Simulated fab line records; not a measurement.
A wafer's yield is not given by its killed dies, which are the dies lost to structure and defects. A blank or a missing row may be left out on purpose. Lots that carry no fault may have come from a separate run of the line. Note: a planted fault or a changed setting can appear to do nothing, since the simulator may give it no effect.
Matching of chambers ; flow gf180mcu ; GF_V1_CMP_26 on cmp-02: 4 sister chambers
The step polishes, stops on SiO2, t overpolish 15 s, target thk 0 nm. 4 wafers are shown with their chamber, then 9 later ones without.

== WAFERS WITH THEIR CHAMBER ==
wafer;chamber;motor current A (A)
L078.5;2;12.2
L080.1;1;10.5
L084.2;0;10.8
L084.5;3;11.7

== WAFERS MISSING THEIR CHAMBER ==
wafer;motor current A (A)
L087.1;11.8
L087.2;9.7
L087.3;12.6
L091.1;9.7
L091.2;11.8
L091.4;10.8
L092.1;12.6
L092.2;10.4
L092.4;11.7

== WHICH CHAMBER EACH WENT THROUGH ==
wafer;from the rows above;in truth
L087.1;can't be placed: 3 or 2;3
L087.2;can't be placed: 1 or 0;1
L087.3;can't be placed: 2 or 3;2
L091.1;can't be placed: 1 or 0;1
L091.2;can't be placed: 3 or 2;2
L091.4;can't be placed: 0 or 1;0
L092.1;can't be placed: 2 or 3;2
L092.2;can't be placed: 1 or 0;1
L092.4;can't be placed: 3 or 2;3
Correctly placed: 0 of 9. Can't be placed from these rows: 9 (the true chamber is among the candidates in 9). 0 placed wrongly.
How it was worked out, from the rows above alone: a wafer's distance from a chamber is the root of the sum, over the readings, of the square of ((its reading less the chamber's mean) divided by the reading's scatter). If the next closest chamber is less than 2 further off than the closest, the wafer can't be placed; otherwise it belongs to the closest. A chamber's mean is the mean of its shown wafers. The scatter (one wafer shown for each chamber): square how far every hidden wafer sits from the nearest shown wafer, average those squares and take the square root.
